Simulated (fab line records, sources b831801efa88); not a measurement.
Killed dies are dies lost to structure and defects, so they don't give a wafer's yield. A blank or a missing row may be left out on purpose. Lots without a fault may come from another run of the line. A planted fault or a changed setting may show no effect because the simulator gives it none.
fab line records | flow gf180mcu
record lots=5 wafers=15 last_day=34
route steps=602 shown VT_IMPLANT@111 MVSD@136 NWELL@137 LVPWELL@138 MVPSD@139 DUAL_GATE@141
lots that met no fault: from a run of the same line without faults
start_h: hours from the record's first day to the start of the lot's first wafer shown | wait_h: hours since the lot's step before | " the same as in the row above | L1.1+2: a row that stands for several wafers | - no value, or no start given | * or withheld: withheld | < > ~ a bound
route shown NAME@n: a module of which the file shows steps, and the number in the route of the first | usual: mean/standard deviation of fault-free wafers | same: alike in all rows | chamber/n: place in a boat | sites: the reading at each site | _std_site: their standard deviation | _edge_site: outer sites' mean less inner sites' | radius_mm: how far each site lies from the wafer's centre | mask NAME#n: copy n | behind: the tool/chamber that last shaped the wafer | hold: why the lot was held/for how many hours/how that ended | device: the transistor (n, p or np) that didn't switch | end of line: the same wafers' tests at the end of the route | a step without rows: its recipe alone | killed: dies lost to structure and defects at the first sort, not the wafer's yield | map: a wafer's dies, x killed, . not, _ none there
set.NAME: the setting as run; set.NAME@STEP: as run at that earlier step | model.NAME: the simulator's own value behind a step, which no gauge read
lots at some steps of the route; a table a step, a row a wafer
services: from which hour (start_h, from the record's first day; less than 0 if before it) a tool's chamber was out of use, for how many hours, and why
## steps
# step GF_VT_IMPLANT_TW_MEAS_21
# usual VT_IMPLANT_2_TW=1202/14
# columns lot.wafer tool chamber start_h wait_h VT_IMPLANT_2_TW
L083.1 film_metro-03 - 185.58 0.1 1191
L083.2 " - " " 1188
L083.6 " - " " 1194
L085.2 film_metro-01 - 199.30 0.1 1193
L085.3 " - " " 1192
L085.5 " - " " 1198
L088.4 film_metro-04 - 216.90 0.1 1216
L088.5 " - " " 1215
L088.6 " - " " 1219
L093.2 film_metro-04 - 245.10 0.1 1233
L093.3 " - " " 1227
L093.6 " - " " 1223
L095.1 film_metro-01 - 257.59 0.1 1191
L095.3 " - " " 1194
L095.6 " - " " 1195
# step GF_VT_IMPLANT_DEHYDRATE_22
# recipe temp_c=200 time_s=60
# usual exhaust_pa=45.0/0.85 heater_power_total_W=160.39/0.13 plate_temp_C=200.03/0.14
# columns lot.wafer tool chamber start_h wait_h exhaust_pa heater_power_total_W plate_temp_C
L083.1 litho_track-02 0 193.20 7.6 44.4 160.46 199.90
L083.2 " 0 " " 44.9 160.36 199.89
L083.6 " 0 " " 45.3 160.44 199.88
L085.2 litho_track-04 0 206.53 7.2 43.9 160.44 200.18
L085.3 " 0 " " 43.8 160.41 200.14
L085.5 " 0 " " 44.9 160.45 200.16
L088.4 litho_track-02 0 225.38 8.5 45.6 160.20 200.03
L088.5 " 0 " " 45.9 160.61 199.96
L088.6 " 0 " " 44.9 160.33 199.93
L093.2 litho_track-02 0 253.43 8.3 45.2 160.37 200.22
L093.3 " 0 " " 45.6 160.57 200.14
L093.6 " 0 " " 45.2 160.16 200.35
L095.1 litho_track-02 0 266.40 8.8 45.0 160.55 199.96
L095.3 " 0 " " 44.0 160.44 199.77
L095.6 " 0 " " 45.1 160.52 200.11
# step GF_VT_IMPLANT_HMDS_23
# recipe prime_time_s=60 prime_temp_c=120
# usual exhaust_pa=44.7/1
# columns lot.wafer tool chamber start_h wait_h exhaust_pa
L083.1 litho_track-02 0 193.35 0.1 44.5
L083.2 " 0 " " 45.3
L083.6 " 0 " " 44.7
L085.2 litho_track-04 0 206.68 0.1 46.5
L085.3 " 0 " " 44.6
L085.5 " 0 " " 45.3
L088.4 litho_track-02 0 225.53 0.1 44.5
L088.5 " 0 " " 44.4
L088.6 " 0 " " 44.3
L093.2 litho_track-02 0 253.58 0.1 45.1
L093.3 " 0 " " 44.2
L093.6 " 0 " " 45.8
L095.1 litho_track-02 0 266.55 0.1 44.6
L095.3 " 0 " " 45.5
L095.6 " 0 " " 46.3
# step GF_VT_IMPLANT_COAT_24
# recipe resist=NOVOLAK spin_rpm=3000 resist_thk_nm=1000
# usual dispense_pressure_kPa=52.0/2.1 exhaust_pa=45.1/0.81
# columns lot.wafer tool chamber start_h wait_h dispense_pressure_kPa exhaust_pa
L083.1 litho_track-02 0 193.50 0.1 50.6 45.6
L083.2 " 0 " " 50.6 46.0
L083.6 " 0 " " 50.6 46.2
L085.2 litho_track-04 0 206.83 0.1 50.4 44.9
L085.3 " 0 " " 50.4 45.4
L085.5 " 0 " " 50.5 44.5
L088.4 litho_track-02 0 225.68 0.1 50.6 45.5
L088.5 " 0 " " 50.6 45.2
L088.6 " 0 " " 50.6 44.6
L093.2 litho_track-02 0 253.73 0.1 50.6 45.6
L093.3 " 0 " " 50.6 43.1
L093.6 " 0 " " 50.6 45.6
L095.1 litho_track-02 0 266.70 0.1 50.6 45.6
L095.3 " 0 " " 50.6 45.6
L095.6 " 0 " " 50.6 44.7
# step GF_VT_IMPLANT_SOFTBAKE_25
# recipe temp_c=90 time_s=60 resist=NOVOLAK
# usual exhaust_pa=44.8/0.93 heater_power_total_W=56.60/0.043 plate_temp_C=90.01/0.13
# columns lot.wafer tool chamber start_h wait_h exhaust_pa heater_power_total_W plate_temp_C
L083.1 litho_track-02 0 193.65 0.1 45.4 56.64 89.86
L083.2 " 0 " " 44.9 56.60 89.96
L083.6 " 0 " " 44.4 56.61 89.88
L085.2 litho_track-04 0 206.98 0.1 45.3 56.62 89.99
L085.3 " 0 " " 46.4 56.59 90.06
L085.5 " 0 " " 46.0 56.63 89.94
L088.4 litho_track-02 0 225.83 0.1 45.5 56.65 90.16
L088.5 " 0 " " 45.5 56.56 89.75
L088.6 " 0 " " 44.7 56.59 90.03
L093.2 litho_track-02 0 253.88 0.1 45.2 56.65 90.08
L093.3 " 0 " " 45.2 56.64 89.93
L093.6 " 0 " " 46.9 56.67 90.07
L095.1 litho_track-02 0 266.85 0.1 44.2 56.58 90.25
L095.3 " 0 " " 44.4 56.61 90.10
L095.6 " 0 " " 44.3 56.55 90.08
# step GF_VT_IMPLANT_EXPOSE_26
# recipe mask_id=LVPWELL_HV_AREA target_cd_nm=860 na=0.6 source_shape=conventional sigma_outer=0.6 dose_mj=140
# columns lot.wafer tool chamber start_h wait_h mask
L083.1+2+6 iline_stepper-02 0 - - LVPWELL_HV_AREA#0
L085.2+3+5 iline_stepper-01 0 - - LVPWELL_HV_AREA#0
L088.4+5+6 iline_stepper-01 0 - - LVPWELL_HV_AREA#0
L093.2+3+6 iline_stepper-02 0 - - LVPWELL_HV_AREA#0
L095.1+3+6 iline_stepper-01 0 - - LVPWELL_HV_AREA#0
# step GF_VT_IMPLANT_PEB_27
# recipe temp_c=withheld time_s=* resist=NOVOLAK
# usual exhaust_pa=44.9/0.79
# columns lot.wafer tool chamber start_h wait_h exhaust_pa
L083.1 litho_track-04 0 - - 43.8
L083.2 " 0 " " 43.6
L083.6 " 0 " " 43.7
L085.2 litho_track-03 0 - - 44.4
L085.3 " 0 " " 45.9
L085.5 " 0 " " 45.7
L088.4 litho_track-02 0 - - 44.5
L088.5 " 0 " " 44.2
L088.6 " 0 " " 43.8
L093.2 litho_track-02 0 - - 44.6
L093.3 " 0 " " 44.9
L093.6 " 0 " " 44.3
L095.1 litho_track-04 0 - - 44.5
L095.3 " 0 " " 44.4
L095.6 " 0 " " 44.7
# step GF_VT_IMPLANT_DEVELOP_28
# recipe develop_time_s=60 dev_temp_c=23
# usual exhaust_pa=45.1/0.85
# columns lot.wafer tool chamber start_h wait_h exhaust_pa
L083.1 litho_track-04 0 201.66 0.1 45.6
L083.2 " 0 " " 44.3
L083.6 " 0 " " 44.1
L085.2 litho_track-03 0 214.31 0.1 44.8
L085.3 " 0 " " 44.9
L085.5 " 0 " " 44.8
L088.4 litho_track-02 0 233.83 0.1 44.8
L088.5 " 0 " " 43.3
L088.6 " 0 " " 42.7
L093.2 litho_track-02 0 263.08 0.1 45.2
L093.3 " 0 " " 43.3
L093.6 " 0 " " 44.8
L095.1 litho_track-04 0 276.31 0.1 46.0
L095.3 " 0 " " 45.2
L095.6 " 0 " " 46.1
# step GF_VT_IMPLANT_OVL_MEAS_29
# usual VT_IMPLANT_02_OVL=0.4/1.8
# columns lot.wafer tool chamber start_h wait_h VT_IMPLANT_02_OVL[nm]
L083.1 overlay-01 - 201.81 0.1 -1.5
L083.2 " - " " -2.4
L083.6 " - " " -0.7
L085.2 overlay-01 - 214.44 0.1 1.7
L085.3 " - " " 1.3
L085.5 " - " " 2.3
L088.4 overlay-02 - 233.92 0.1 0.4
L088.5 " - " " 0.6
L088.6 " - " " 0.6
L093.2 overlay-01 - 263.21 0.1 -0.2
L093.3 " - " " -0.9
L093.6 " - " " -1.5
L095.1 overlay-01 - 276.46 0.1 0.6
L095.3 " - " " -0.2
L095.6 " - " " 0.6
# step GF_VT_IMPLANT_IMPLANT_30
# recipe species=B energy_kev=25 dose_cm2=2.534e+12 tilt_deg=7
# usual beam_energy_keV=25.000/0.008 faraday_current_uA=14.34/0.3
# columns lot.wafer tool chamber start_h wait_h beam_energy_keV faraday_current_uA
L083.1 implanter-03 0 201.84 0.0 25.001 14.42
L083.2 " 0 " " 25.003 14.07
L083.6 " 0 " " 25.001 14.36
L085.2 implanter-04 0 214.50 0.0 25.017 14.45
L085.3 " 0 " " 24.995 14.56
L085.5 " 0 " " 24.985 14.76
L088.4 implanter-04 0 234.01 0.1 25.002 14.65
L088.5 " 0 " " 24.986 14.38
L088.6 " 0 " " 24.994 14.00
L093.2 implanter-03 0 263.26 0.0 24.992 14.64
L093.3 " 0 " " 25.001 14.45
L093.6 " 0 " " 25.007 14.57
L095.1 implanter-04 0 276.49 0.0 25.006 14.56
L095.3 " 0 " " 24.985 13.57
L095.6 " 0 " " 24.994 14.25
# step GF_VT_IMPLANT_STRIP_31
# recipe chemistry=O2/N2 power_w=1400 pressure_mtorr=1500 platen_temp_c=250 o2_flow_sccm=3000 n2_flow_sccm=300 overash_fraction=0.5
# usual drypump_motor_current_A=5.6/0.44 heater_power_w=354/19 oes_product_au=0.716/0.0043 strip_time_to_endpoint_s=12.64/0.039
# columns lot.wafer tool chamber start_h wait_h drypump_motor_current_A heater_power_w oes_product_au rf_hours_counter_h strip_time_to_endpoint_s
L083.1 plasma_asher-02 1 201.99 0.1 5.6 359 0.718 56 12.63
L083.2 " 0 " " 6.2 348 0.712 56 12.65
L083.6 " 1 " " 5.6 366 0.712 - 12.63
L085.2 plasma_asher-03 1 214.62 0.1 5.9 350 0.712 10 12.54
L085.3 " 1 " " 5.9 349 0.710 - 12.57
L085.5 " 0 " " 5.8 350 0.722 - 12.57
L088.4 plasma_asher-04 0 234.12 0.1 4.8 334 0.715 - 12.66
L088.5 " 0 " " 4.8 339 0.713 - 12.70
L088.6 " 1 " " 5.7 379 0.716 - 12.60
L093.2 plasma_asher-03 0 263.39 0.1 5.8 343 0.720 16 12.73
L093.3 " 1 " " 5.9 350 0.716 - 12.70
L093.6 " 1 " " 5.9 347 0.719 - 12.70
L095.1 plasma_asher-02 0 276.67 0.2 6.3 348 0.714 61 12.66
L095.3 " 0 " " 6.3 337 0.706 - 12.64
L095.6 " 0 " " 6.2 342 0.719 - 12.69
# step GF_VT_IMPLANT_TW_MEAS_32
# usual VT_IMPLANT_3_TW=267/3
# columns lot.wafer tool chamber start_h wait_h VT_IMPLANT_3_TW
L083.1 film_metro-04 - 202.09 0.1 269
L083.2 " - " " 269
L083.6 " - " " 271
L085.2 film_metro-04 - 214.73 0.1 270
L085.3 " - " " 269
L085.5 " - " " 271
L088.4 film_metro-03 - 234.22 0.1 265
L088.5 " - " " 264
L088.6 " - " " 265
L093.2 film_metro-04 - 263.50 0.1 271
L093.3 " - " " 271
L093.6 " - " " 270
L095.1 film_metro-01 - 276.77 0.1 265
L095.3 " - " " 266
L095.6 " - " " 266
# step GF_VT_IMPLANT_DEHYDRATE_33
# recipe temp_c=200 time_s=60
# usual exhaust_pa=45.1/0.83 heater_power_total_W=160.38/0.13 plate_temp_C=200.07/0.16
# columns lot.wafer tool chamber start_h wait_h exhaust_pa heater_power_total_W plate_temp_C
L083.1 litho_track-03 0 208.84 6.7 44.0 160.36 200.09
L083.2 " 0 " " 45.4 160.42 200.13
L083.6 " 0 " " 45.4 160.27 200.24
L085.2 litho_track-02 0 223.18 8.4 44.5 160.22 199.89
L085.3 " 0 " " 44.8 160.56 200.16
L085.5 " 0 " " 45.1 160.40 200.09
L088.4 litho_track-04 0 243.03 8.8 45.0 160.50 199.91
L088.5 " 0 " " 44.6 160.35 200.05
L088.6 " 0 " " 44.3 160.38 200.18
L093.2 litho_track-02 0 272.73 9.2 45.3 160.63 199.97
L093.3 " 0 " " 45.7 160.64 199.91
L093.6 " 0 " " 44.0 160.32 199.88
L095.1 litho_track-02 0 286.00 9.2 45.6 160.23 199.99
L095.3 " 0 " " 44.8 160.19 200.08
L095.6 " 0 " " 44.0 160.42 199.96
# step GF_VT_IMPLANT_HMDS_34
# recipe prime_time_s=60 prime_temp_c=120
# usual exhaust_pa=45.2/0.83
# columns lot.wafer tool chamber start_h wait_h exhaust_pa
L083.1 litho_track-03 0 208.99 0.1 45.2
L083.2 " 0 " " 45.2
L083.6 " 0 " " 46.1
L085.2 litho_track-02 0 223.33 0.1 44.5
L085.3 " 0 " " 44.8
L085.5 " 0 " " 43.1
L088.4 litho_track-04 0 243.18 0.1 46.2
L088.5 " 0 " " 46.7
L088.6 " 0 " " 46.8
L093.2 litho_track-02 0 272.88 0.1 44.5
L093.3 " 0 " " 45.5
L093.6 " 0 " " 43.8
L095.1 litho_track-02 0 286.15 0.1 45.4
L095.3 " 0 " " 43.8
L095.6 " 0 " " 45.1
# step GF_VT_IMPLANT_COAT_35
# recipe resist=NOVOLAK spin_rpm=3000 resist_thk_nm=1000
# usual dispense_pressure_kPa=52.0/2.1 exhaust_pa=45.1/0.87
# columns lot.wafer tool chamber start_h wait_h dispense_pressure_kPa exhaust_pa
L083.1 litho_track-03 0 209.14 0.1 55.0 46.5
L083.2 " 0 " " 55.0 44.6
L083.6 " 0 " " 55.0 43.0
L085.2 litho_track-02 0 223.48 0.1 50.6 45.3
L085.3 " 0 " " 50.6 44.2
L085.5 " 0 " " 50.6 43.8
L088.4 litho_track-04 0 243.33 0.1 50.4 44.8
L088.5 " 0 " " 50.5 43.1
L088.6 " 0 " " 50.5 44.1
L093.2 litho_track-02 0 273.03 0.1 50.6 44.4
L093.3 " 0 " " 50.6 44.7
L093.6 " 0 " " 50.6 44.1
L095.1 litho_track-02 0 286.30 0.1 50.6 45.7
L095.3 " 0 " " 50.6 44.7
L095.6 " 0 " " 50.6 45.4
# step GF_VT_IMPLANT_SOFTBAKE_36
# recipe temp_c=90 time_s=60 resist=NOVOLAK
# usual exhaust_pa=45.1/0.79 heater_power_total_W=56.60/0.046 plate_temp_C=90.00/0.13
# columns lot.wafer tool chamber start_h wait_h exhaust_pa heater_power_total_W plate_temp_C
L083.1 litho_track-03 0 209.29 0.1 46.0 56.60 89.76
L083.2 " 0 " " 45.1 56.64 89.73
L083.6 " 0 " " 46.3 56.61 89.75
L085.2 litho_track-02 0 223.63 0.1 45.2 56.61 90.07
L085.3 " 0 " " 45.4 56.63 90.01
L085.5 " 0 " " 45.9 56.56 90.22
L088.4 litho_track-04 0 243.48 0.1 45.0 56.56 89.99
L088.5 " 0 " " 45.5 56.62 90.07
L088.6 " 0 " " 47.1 56.52 90.02
L093.2 litho_track-02 0 273.18 0.1 44.4 56.65 90.01
L093.3 " 0 " " 44.7 56.62 89.75
L093.6 " 0 " " 45.7 56.64 89.93
L095.1 litho_track-02 0 286.45 0.1 45.1 56.55 89.77
L095.3 " 0 " " 43.0 56.46 89.99
L095.6 " 0 " " 44.5 56.55 89.78
# step GF_VT_IMPLANT_EXPOSE_37
# recipe mask_id=Nwell_HV_AREA target_cd_nm=860 na=0.6 source_shape=conventional sigma_outer=0.6 dose_mj=140
# columns lot.wafer tool chamber start_h wait_h mask
L083.1+2+6 iline_stepper-02 0 - - Nwell_HV_AREA#0
L085.2+3+5 iline_stepper-02 0 - - Nwell_HV_AREA#0
L088.4+5+6 iline_stepper-01 0 - - Nwell_HV_AREA#0
L093.2+3+6 iline_stepper-01 0 - - Nwell_HV_AREA#0
L095.1+3+6 iline_stepper-02 0 - - Nwell_HV_AREA#0
# step GF_VT_IMPLANT_PEB_38
# recipe temp_c=withheld time_s=* resist=NOVOLAK
# usual exhaust_pa=45.2/0.87
# columns lot.wafer tool chamber start_h wait_h exhaust_pa
L083.1 litho_track-04 0 - - 45.1
L083.2 " 0 " " 46.0
L083.6 " 0 " " 44.5
L085.2 litho_track-03 0 - - 45.7
L085.3 " 0 " " 44.2
L085.5 " 0 " " 44.6
L088.4 litho_track-03 0 - - 45.3
L088.5 " 0 " " 46.3
L088.6 " 0 " " 46.0
L093.2 litho_track-04 0 - - 46.0
L093.3 " 0 " " 45.8
L093.6 " 0 " " 45.2
L095.1 litho_track-02 0 - - 45.3
L095.3 " 0 " " 45.3
L095.6 " 0 " " 45.7
# step GF_VT_IMPLANT_DEVELOP_39
# recipe develop_time_s=60 dev_temp_c=23
# usual exhaust_pa=44.9/0.93
# columns lot.wafer tool chamber start_h wait_h exhaust_pa
L083.1 litho_track-04 0 218.26 0.1 43.0
L083.2 " 0 " " 44.0
L083.6 " 0 " " 44.7
L085.2 litho_track-03 0 231.61 0.1 43.6
L085.3 " 0 " " 46.2
L085.5 " 0 " " 44.2
L088.4 litho_track-03 0 252.46 0.1 44.9
L088.5 " 0 " " 45.8
L088.6 " 0 " " 44.9
L093.2 litho_track-04 0 282.83 0.1 44.5
L093.3 " 0 " " 44.3
L093.6 " 0 " " 43.9
L095.1 litho_track-02 0 296.30 0.1 45.1
L095.3 " 0 " " 46.1
L095.6 " 0 " " 46.2
# step GF_VT_IMPLANT_OVL_MEAS_40
# usual VT_IMPLANT_03_OVL=-1.3/1.1
# columns lot.wafer tool chamber start_h wait_h VT_IMPLANT_03_OVL[nm]
L083.1 overlay-01 - 218.41 0.1 1.6
L083.2 " - " " -0.3
L083.6 " - " " 0.3
L085.2 overlay-02 - 231.74 0.1 -0.9
L085.3 " - " " -1.7
L085.5 " - " " -2.4
L088.4 overlay-01 - 252.56 0.1 -0.6
L088.5 " - " " -0.5
L088.6 " - " " -0.6
L093.2 overlay-02 - 282.96 0.1 -2.6
L093.3 " - " " -2.7
L093.6 " - " " -2.4
L095.1 overlay-01 - 296.45 0.1 -1.3
L095.3 " - " " -2.3
L095.6 " - " " -2.5
# step GF_VT_IMPLANT_IMPLANT_41
# recipe species=As energy_kev=70 dose_cm2=1.013e+12 tilt_deg=7
# usual beam_energy_keV=69.999/0.021 faraday_current_uA=5.73/0.13
# columns lot.wafer tool chamber start_h wait_h beam_energy_keV faraday_current_uA
L083.1 implanter-03 0 218.44 0.0 70.003 5.87
L083.2 " 0 " " 69.987 5.89
L083.6 " 0 " " 70.006 5.82
L085.2 implanter-02 0 231.80 0.0 70.009 5.82
L085.3 " 0 " " 70.008 5.65
L085.5 " 0 " " 70.017 5.89
L088.4 implanter-04 0 252.65 0.1 70.002 5.62
L088.5 " 0 " " 70.003 5.75
L088.6 " 0 " " 69.996 5.76
L093.2 implanter-03 0 283.02 0.0 70.006 5.76
L093.3 " 0 " " 69.985 5.76
L093.6 " 0 " " 69.993 5.63
L095.1 implanter-04 0 296.49 0.0 70.041 5.73
L095.3 " 0 " " 70.019 5.87
L095.6 " 0 " " 70.038 5.69
# step GF_VT_IMPLANT_STRIP_42
# recipe chemistry=O2/N2 power_w=1400 pressure_mtorr=1500 platen_temp_c=250 o2_flow_sccm=3000 n2_flow_sccm=300 overash_fraction=0.5
# usual drypump_motor_current_A=5.5/0.49 heater_power_w=358/23 oes_product_au=0.716/0.0044 strip_time_to_endpoint_s=12.63/0.03
# columns lot.wafer tool chamber start_h wait_h drypump_motor_current_A heater_power_w oes_product_au rf_hours_counter_h strip_time_to_endpoint_s
L083.1 plasma_asher-04 0 218.59 0.1 4.8 335 0.710 42 12.66
L083.2 " 1 " " 5.7 398 0.718 42 12.65
L083.6 " 1 " " 5.7 389 0.712 - 12.64
L085.2 plasma_asher-04 1 231.92 0.1 5.7 383 0.711 44 12.64
L085.3 " 0 " " 4.8 333 0.718 - 12.62
L085.5 " 0 " " 4.8 332 0.715 - 12.65
L088.4 plasma_asher-02 0 252.76 0.1 6.3 349 0.716 - 12.61
L088.5 " 0 " " 6.3 347 0.712 - 12.60
L088.6 " 1 " " 5.6 371 0.709 - 12.60
L093.2 plasma_asher-04 0 283.14 0.1 4.8 335 0.725 49 12.67
L093.3 " 0 " " 4.8 339 0.713 - 12.68
L093.6 " 1 " " 5.7 394 0.722 - 12.69
L095.1 plasma_asher-03 0 296.64 0.1 5.7 349 0.710 19 12.61
L095.3 " 1 " " 5.9 345 0.713 - 12.61
L095.6 " 1 " " 5.9 351 0.717 - 12.63
# step GF_VT_IMPLANT_TW_MEAS_43
# usual VT_IMPLANT_4_TW=684/7.7
# columns lot.wafer tool chamber start_h wait_h VT_IMPLANT_4_TW
L083.1 film_metro-01 - 218.69 0.1 676
L083.2 " - " " 678
L083.6 " - " " 675
L085.2 film_metro-03 - 232.03 0.1 680
L085.3 " - " " 683
L085.5 " - " " 682
L088.4 film_metro-03 - 252.85 0.1 678
L088.5 " - " " 677
L088.6 " - " " 678
L093.2 film_metro-03 - 283.25 0.1 681
L093.3 " - " " 681
L093.6 " - " " 680
L095.1 film_metro-04 - 296.74 0.1 693
L095.3 " - " " 692
L095.6 " - " " 698
# step GF_VT_IMPLANT_CLEAN_44
# recipe chemistry=SC1/SC2 mix=1:4:20 temp_c=70 time_s=150 dry=n2_spin
# usual bath_heat_duty_pct=12.8/1.3
# columns lot.wafer tool chamber start_h wait_h bath_heat_duty_pct
L083.1 wet_bench-01 1 218.75 0.1 11.7
L083.2 " 1 " " 12.4
L083.6 " 1 " " 12.3
L085.2 wet_bench-02 2 232.08 0.0 11.0
L085.3 " 2 " " 11.9
L085.5 " 2 " " 10.4
L088.4 wet_bench-02 3 252.88 0.0 10.3
L088.5 " 3 " " 11.3
L088.6 " 3 " " 12.0
L093.2 wet_bench-01 1 283.30 0.0 11.6
L093.3 " 1 " " 13.3
L093.6 " 1 " " 11.3
L095.1 wet_bench-04 1 296.80 0.1 12.3
L095.3 " 1 " " 14.5
L095.6 " 1 " " 13.6
# step GF_VT_IMPLANT_RTA_45
# recipe temp_c=1050 time_s=30 ambient=N2
# usual lamp_power_pct=32.0/1.8 wafer_temp_C_max=1053.7/1.2
# columns lot.wafer tool chamber start_h wait_h lamp_power_pct wafer_temp_C_max
L083.1 rtp_anneal-02 0 218.80 0.0 30.0 1052.7
L083.2 " 0 " " 30.1 1051.9
L083.6 " 0 " " 30.1 1052.0
L085.2 rtp_anneal-01 0 232.15 0.0 33.6 1052.4
L085.3 " 0 " " 33.6 1054.1
L085.5 " 0 " " 33.5 1053.4
L088.4 rtp_anneal-02 0 252.99 0.1 30.1 1053.3
L088.5 " 0 " " 30.1 1052.9
L088.6 " 0 " " 30.0 1054.9
L093.2 rtp_anneal-01 0 283.37 0.0 33.6 1054.7
L093.3 " 0 " " 33.6 1053.7
L093.6 " 0 " " 33.7 1053.9
L095.1 rtp_anneal-01 0 296.85 0.0 33.6 1056.4
L095.3 " 0 " " 33.6 1054.9
L095.6 " 0 " " 33.6 1055.1
# step GF_VT_IMPLANT_RS_MEAS_46
# recipe thk_meas_gauge=four-point-probe
# usual MVSD_RS=457.4/1.3
# columns lot.wafer tool chamber start_h wait_h MVSD_RS[ohm/sq]
L083.1 film_metro-02 - 218.90 0.1 457.5
L083.2 " - " " 457.6
L083.6 " - " " 458.2
L085.2 film_metro-04 - 232.25 0.1 457.3
L085.3 " - " " 459.1
L085.5 " - " " 459.1
L088.4 film_metro-01 - 253.10 0.1 457.5
L088.5 " - " " 456.2
L088.6 " - " " 456.3
L093.2 film_metro-04 - 283.47 0.1 458.2
L093.3 " - " " 457.8
L093.6 " - " " 457.1
L095.1 film_metro-01 - 296.95 0.1 454.8
L095.3 " - " " 456.7
L095.6 " - " " 454.8
# step GF_VT_IMPLANT_RS_MEAS_47
# recipe thk_meas_gauge=four-point-probe
# usual NWELL_RS=488.4/1.2
# columns lot.wafer tool chamber start_h wait_h NWELL_RS[ohm/sq]
L083.1 film_metro-02 - 219.02 0.1 486.5
L083.2 " - " " 487.6
L083.6 " - " " 487.3
L085.2 film_metro-04 - 232.37 0.1 490.0
L085.3 " - " " 490.6
L085.5 " - " " 490.1
L088.4 film_metro-01 - 253.22 0.1 487.7
L088.5 " - " " 488.7
L088.6 " - " " 489.5
L093.2 film_metro-04 - 283.59 0.1 488.8
L093.3 " - " " 488.1
L093.6 " - " " 488.3
L095.1 film_metro-01 - 297.07 0.1 487.6
L095.3 " - " " 488.6
L095.6 " - " " 487.8
# step GF_VT_IMPLANT_RS_MEAS_48
# recipe thk_meas_gauge=four-point-probe
# usual LVPWELL_RS=1197.6/3
# columns lot.wafer tool chamber start_h wait_h LVPWELL_RS[ohm/sq]
L083.1 film_metro-02 - 219.14 0.1 1196.7
L083.2 " - " " 1194.9
L083.6 " - " " 1194.5
L085.2 film_metro-04 - 232.49 0.1 1198.2
L085.3 " - " " 1195.7
L085.5 " - " " 1200.1
L088.4 film_metro-01 - 253.34 0.1 1193.7
L088.5 " - " " 1194.5
L088.6 " - " " 1194.3
L093.2 film_metro-04 - 283.71 0.1 1192.9
L093.3 " - " " 1193.6
L093.6 " - " " 1195.8
L095.1 film_metro-01 - 297.19 0.1 1193.6
L095.3 " - " " 1192.8
L095.6 " - " " 1192.8
# step GF_VT_IMPLANT_RS_MEAS_49
# recipe thk_meas_gauge=four-point-probe
# usual MVPSD_RS=1170/3.5
# columns lot.wafer tool chamber start_h wait_h MVPSD_RS[ohm/sq]
L083.1 film_metro-02 - 219.26 0.1 1167
L083.2 " - " " 1164
L083.6 " - " " 1169
L085.2 film_metro-04 - 232.61 0.1 1167
L085.3 " - " " 1166
L085.5 " - " " 1168
L088.4 film_metro-01 - 253.46 0.1 1171
L088.5 " - " " 1169
L088.6 " - " " 1169
L093.2 film_metro-04 - 283.83 0.1 1169
L093.3 " - " " 1168
L093.6 " - " " 1169
L095.1 film_metro-01 - 297.31 0.1 1169
L095.3 " - " " 1168
L095.6 " - " " 1167
# step GF_VT_IMPLANT_WET_ETCH_50
# recipe chemistry=dHF target_depth_nm=20 target=SiO2 temp_c=25 dilution=100:1 time_s=400
# usual bath_heat_duty_pct=6.1/0.64
# columns lot.wafer tool chamber start_h wait_h bath_heat_duty_pct
L083.1 wet_bench-01 2 219.38 0.1 6.4
L083.2 " 2 " " 6.2
L083.6 " 2 " " 6.5
L085.2 wet_bench-01 0 232.71 0.1 6.1
L085.3 " 0 " " 5.2
L085.5 " 0 " " 5.5
L088.4 wet_bench-02 1 253.52 0.0 6.3
L088.5 " 1 " " 6.6
L088.6 " 1 " " 5.8
L093.2 wet_bench-01 3 283.93 0.1 7.3
L093.3 " 3 " " 5.8
L093.6 " 3 " " 4.8
L095.1 wet_bench-04 2 297.43 0.1 6.5
L095.3 " 2 " " 5.9
L095.6 " 2 " " 7.1
# step GF_DUAL_GATE_CLEAN_00
# recipe chemistry=SC1/SC2 mix=1:4:20 temp_c=70 time_s=150
# usual bath_heat_duty_pct=12.9/1.2
# columns lot.wafer tool chamber start_h wait_h bath_heat_duty_pct
L083.1 wet_bench-02 0 219.50 0.0 13.6
L083.2 " 0 " " 13.7
L083.6 " 0 " " 14.4
L085.2 wet_bench-02 0 232.83 0.0 13.3
L085.3 " 0 " " 13.5
L085.5 " 0 " " 11.6
L088.4 wet_bench-01 0 253.65 0.0 12.1
L088.5 " 0 " " 10.5
L088.6 " 0 " " 10.8
L093.2 wet_bench-02 2 284.05 0.0 11.5
L093.3 " 2 " " 11.5
L093.6 " 2 " " 12.1
L095.1 wet_bench-01 3 297.55 0.0 12.0
L095.3 " 3 " " 12.7
L095.6 " 3 " " 12.1
# step GF_DUAL_GATE_CLEAN_01
# recipe chemistry=dHF time_s=20 dilution=100:1 dry=ipa_marangoni
# columns lot.wafer tool chamber start_h wait_h
L083.1+2+6 wet_bench-04 2 219.56 0.0
L085.2+3+5 wet_bench-04 1 232.88 0.0
L088.4+5+6 wet_bench-04 1 253.70 0.0
L093.2+3+6 wet_bench-04 2 284.15 0.0
L095.1+3+6 wet_bench-04 0 297.60 0.0
# step GF_DUAL_GATE_OXIDATION_02
# recipe temp_c=900 ambient=O2 stabilise_s=600 purge_s=300 target_thk_a=108.87 ox_time_s=1602
# usual spike_tc_top_C=907/3.3 tube_center_temp_C_max=902.3/0.32 zone_power_bottom_pct=26.7/0.3
# same purge_s=300
# columns lot.wafer tool chamber start_h wait_h spike_tc_top_C tube_center_temp_C_max zone_power_bottom_pct
L083.1 furnace-01 0 219.57 0.0 911 902.5 26.9
L083.2 " 0 " " 909 902.1 26.6
L083.6 " 0 " " 911 902.8 26.9
L085.2 furnace-02 0 233.05 0.1 905 902.2 26.8
L085.3 " 0 " " 904 901.8 26.8
L085.5 " 0 " " 904 902.4 26.5
L088.4 furnace-01 0 255.43 1.7 911 902.2 26.8
L088.5 " 0 " " 909 902.4 26.9
L088.6 " 0 " " 911 902.2 27.2
L093.2 furnace-02 0 284.74 0.6 904 902.0 26.3
L093.3 " 0 " " 903 903.0 26.3
L093.6 " 0 " " 905 902.4 26.2
L095.1 furnace-02 0 297.61 0.0 905 902.4 26.8
L095.3 " 0 " " 902 901.7 26.6
L095.6 " 0 " " 905 902.9 26.8
## services
# columns tool chamber start_h hours kind
plasma_asher-03 - 174.64 1.2 repair
implanter-04 - 182.63 2.4 pm
wet_bench-02 - 182.76 1.9 pm
furnace-01 - 186.87 10.8 pm
furnace-02 - 187.02 14.9 repair
iline_stepper-01 - 187.66 1.7 pm
furnace-01 - 205.94 3.7 pm
iline_stepper-01 - 209.16 5.6 repair
plasma_asher-02 - 209.82 14.6 pm
implanter-04 - 229.40 1.2 repair
plasma_asher-02 - 230.22 5.5 repair
iline_stepper-02 - 248.00 1.7 pm
plasma_asher-02 - 261.83 4.0 pm
implanter-04 - 266.97 2.4 repair
plasma_asher-04 - 274.51 2.8 pm
implanter-03 - 280.95 0.8 repair
implanter-02 - 296.93 3.4 repair
## key
fault none
